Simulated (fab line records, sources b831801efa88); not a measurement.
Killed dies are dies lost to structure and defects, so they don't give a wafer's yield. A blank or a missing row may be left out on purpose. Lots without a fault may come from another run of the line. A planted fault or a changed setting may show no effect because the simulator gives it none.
A struck lot beside a sound one | flow gf180mcu | 14 steps out of a route of 602
Sound: wafers L171.1, L171.4, L171.5. Struck: wafers L167.1, L167.2, L167.3. The cause comes at the end.
At each step with rows: each side's tool, then ch and its chambers, then its first start. Under that, the readings that differ: sound wafers | struck wafers | difference of the means | sigmas: that difference in standard deviations of wafers without a fault.
alike: readings whose means differ by less than 2 such deviations, and words and numbers that are the same on both sides. not compared: withheld readings, readings that some wafer has no value for, bounds like >300 that may hide the same value, and numbers for which the record gives no deviation and whose values overlap.
The two part at a step that has a row with sigmas, a row that says differs or no value, or rows on one side only. Numbers that don't overlap but have no deviation are shown without sigmas and don't part them. A reading that every wafer of one side lacks parts them only if that side has two wafers or more.

first, 6 steps without rows for these wafers: GF_DNWELL_COAT_02 (resist thk 3000 nm); GF_DNWELL_SOFTBAKE_03; GF_DNWELL_EXPOSE_04 (exposes mask DNWELL, target cd 1700 nm); GF_DNWELL_PEB_05; GF_DNWELL_DEVELOP_06 (develop time 60 s); GF_DNWELL_IMPLANT_07.
GF_DNWELL_STRIP_08: strips in O2/N2.
  sound on plasma_asher-04 ch 0,1, day 6 06:28; struck on plasma_asher-04 ch 0,1, day 5 08:25
  alike: drypump_motor_current_A, heater_power_w, oes_product_au, strip_time_to_endpoint_s
  not compared: rf_hours_counter_h
GF_DNWELL_TW_MEAS_09:
  sound on film_metro-01, day 6 06:34; struck on film_metro-03, day 5 08:31
  alike: DNWELL_TW
then, 4 steps without rows for these wafers: GF_NWELL_DEHYDRATE_00 (time 60 s); GF_NWELL_HMDS_01 (prime time 60 s); GF_NWELL_COAT_02 (resist thk 3000 nm); GF_NWELL_SOFTBAKE_03.
GF_NWELL_EXPOSE_04: exposes mask Nwell, target cd 860 nm.
  sound on iline_stepper-02 ch 0, day 6 14:18; struck on iline_stepper-02, day 5 15:18
  no value came back on the struck wafers for exposure_dose_mJ_cm2, focus_offset_nm (nm); on the sound wafers exposure_dose_mJ_cm2 reads 260.11 259.98 260.33
  alike: mask
then, 1 step without rows for these wafers: GF_NWELL_PEB_05.

WHERE THEY PART
Only at GF_NWELL_EXPOSE_04, within this record.

WHY: what the simulator had put in
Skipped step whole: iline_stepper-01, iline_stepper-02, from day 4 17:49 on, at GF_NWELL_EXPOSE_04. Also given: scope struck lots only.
